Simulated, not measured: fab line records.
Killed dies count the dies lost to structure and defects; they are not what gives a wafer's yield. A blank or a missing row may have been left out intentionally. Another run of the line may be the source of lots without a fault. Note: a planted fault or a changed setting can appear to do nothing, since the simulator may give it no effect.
Which tool did it? -- flow sky130 -- 14 lots with 42 wafers sampled at 4 steps, on a route of 708 steps

== WHAT THE GAUGES SHOWED, per wafer ==
SKY_VIA3_OVL_MEAS_13.
lot,measured,on,VIA3_OVL (nm)
L859,day 41 04:01,overlay-01,7 6 6
L857,day 41 09:01,overlay-02,0 3 0
L858,day 41 13:04,overlay-02,5 -3 3
L860,day 41 22:56,overlay-02,2 5 6
L862,day 42 01:26,overlay-01,-3 -5 0
L863,day 42 09:17,overlay-02,4 3 3
L868,day 43 15:31,overlay-02,2 -7 -2
L869,day 43 19:31,overlay-01,0 2 -2
L872,day 44 17:29,overlay-02,7 6 1
L873,day 44 21:38,overlay-01,-4 -9 -3
L874,day 45 03:52,overlay-01,10 6 8
L875,day 45 15:29,overlay-02,-7 -2 0
L876,day 45 19:29,overlay-01,5 1 -1
L877,day 45 23:16,overlay-01,5 9 5

SKY_VIA4_OVL_MEAS_11.
lot,measured,on,VIA4_OVL (nm)
L859,day 44 05:59,overlay-02,0.3 0.6 1.5
L857,day 44 10:16,overlay-02,0.4 -0.2 -0.4
L858,day 44 14:04,overlay-02,-0.3 -0.8 0.1
L860,day 44 20:49,overlay-01,-0.7 -1.7 -1.1
L868,day 46 11:54,overlay-01,-0.2 -0.4 0.1
L869,day 46 16:25,overlay-02,0.7 0.7 1.2
L872,day 47 13:18,overlay-01,2.7 0.0 1.2
L873,day 47 16:42,overlay-01,0.4 -0.6 2.1
L874,day 47 21:39,overlay-01,-1.7 -0.7 -0.3
L875,day 48 09:10,overlay-01,1.9 1.0 -0.6
L876,day 48 12:49,overlay-01,0.9 -0.1 -1.4
L877,day 48 15:29,overlay-01,1.0 2.4 1.0

== WHICH TOOL RAN EACH LOT (tool, then ch and the chambers of the sampled wafers, then the start) ==
lot,SKY_VIA3_ETCH_14,SKY_METAL4_DEVELOP_12
L859,"rieDiel-04 ch 0,1,2, day 41 04:03","lithoTrack-02 ch 0, day 43 05:00"
L857,"rieDiel-04 ch 0,2, day 41 09:04","lithoTrack-04 ch 0, day 43 11:00"
L858,"rieDiel-01 ch 0,2,3, day 41 13:07","lithoTrack-03 ch 0, day 43 14:00"
L860,"rieDiel-03 ch 0,1,2, day 41 22:58","lithoTrack-03 ch 0, day 43 21:00"
L862,"rieDiel-03 ch 2,3, day 42 01:27","lithoTrack-03, day 44 01:00"
L863,"rieDiel-04 ch 1,2,3, day 42 09:19","lithoTrack-03, day 44 08:00"
L868,"rieDiel-04 ch 1,2,3, day 43 15:33","lithoTrack-02 ch 0, day 45 12:00"
L869,"rieDiel-01 ch 0,1, day 43 19:33","lithoTrack-03 ch 0, day 45 16:00"
L872,"rieDiel-01 ch 0,1,3, day 44 17:31","lithoTrack-03 ch 0, day 46 14:00"
L873,"rieDiel-03 ch 0,1,3, day 44 21:40","lithoTrack-02 ch 0, day 46 18:00"
L874,"rieDiel-01 ch 0,1,2, day 45 03:54","lithoTrack-02 ch 0, day 47 00:00"
L875,"rieDiel-04 ch 0,1,3, day 45 15:31","lithoTrack-02 ch 0, day 47 11:00"
L876,"rieDiel-01 ch 1,2,3, day 45 19:30","lithoTrack-02 ch 0, day 47 15:00"
L877,"rieDiel-03 ch 0,1,2, day 45 23:18","lithoTrack-03 ch 0, day 47 18:00"
- SKY_VIA3_ETCH_14: etches BARC in N2/H2, stops on SiO2, time 45.9 s, target depth 60 nm.
- SKY_METAL4_DEVELOP_12: develop time 60 s.

== WHAT THE TOOLS THEMSELVES READ (means of the sampled wafers that have a number; where no wafer has one, the mark that the record gives instead) ==
SKY_VIA3_ETCH_14.
lot,tool,drypumpMotorCurrentA (A),n2FlowSccm (sccm),oesProductAu (a.u.),throttleValvePct (%)
L859,rieDiel-04,5.7,100.1,0.851,13.226
L857,rieDiel-04,6.0,100.3,0.856,13.221
L858,rieDiel-01,5.7,100.0,0.856,13.226
L860,rieDiel-03,6.2,100.1,0.852,13.232
L862,rieDiel-03,6.4,100.2,0.852,13.226
L863,rieDiel-04,5.9,100.0,0.853,13.217
L868,rieDiel-04,5.9,100.3,0.849,13.230
L869,rieDiel-01,6.2,100.2,0.852,13.228
L872,rieDiel-01,5.8,100.1,0.856,13.223
L873,rieDiel-03,6.1,100.0,0.854,13.226
L874,rieDiel-01,6.0,99.9,0.861,13.234
L875,rieDiel-04,5.7,99.7,0.854,13.227
L876,rieDiel-01,5.6,100.3,0.861,13.228
L877,rieDiel-03,6.2,99.8,0.854,13.213

SKY_METAL4_DEVELOP_12.
lot,tool,chillPlateTempC (C)
L859,lithoTrack-02,22.98
L857,lithoTrack-04,23.02
L858,lithoTrack-03,22.93
L860,lithoTrack-03,22.98
L862,lithoTrack-03,-
L863,lithoTrack-03,-
L868,lithoTrack-02,23.07
L869,lithoTrack-03,23.00
L872,lithoTrack-03,22.90
L873,lithoTrack-02,23.01
L874,lithoTrack-02,22.92
L875,lithoTrack-02,23.09
L876,lithoTrack-02,22.96
L877,lithoTrack-03,23.10

== THE ANSWER, worked out from the rows above alone ==
Rule: what is usual is taken from the lots themselves. Put in order of their means at a reading, lots are off if they are a third of the lots or fewer, leave a main group of 4 or more, and stand apart from it by a gap of 3 or more times the standard deviation of the main group's means; of several such gaps the widest counts. The tables above print the reading to a certain number of digits; a main group whose means all agree to those digits is not used. A lot without any number at a reading at which 4 lots or more have one is off too. Any other lot the step has rows for is counted as sound. After the gauges, taken in route order, come the tools' own readings; for these a lot's mean is taken, as printed above. The first step at which some lot is off is used, and at that step the reading that is off furthest; a lot without a number counts as furthest.
Off, at SKY_METAL4_DEVELOP_12 on chillPlateTempC: L862, L863. Without a number there: L862, L863. Mean 23.00 C and standard deviation 0.063 in the main group.
A tool fits if, at that step or a process step before it, it ran every lot that is off, and no sound lot after the first of them. Of those tried, none fits.

== WHAT WAS PUT IN BY THE SIMULATOR ==
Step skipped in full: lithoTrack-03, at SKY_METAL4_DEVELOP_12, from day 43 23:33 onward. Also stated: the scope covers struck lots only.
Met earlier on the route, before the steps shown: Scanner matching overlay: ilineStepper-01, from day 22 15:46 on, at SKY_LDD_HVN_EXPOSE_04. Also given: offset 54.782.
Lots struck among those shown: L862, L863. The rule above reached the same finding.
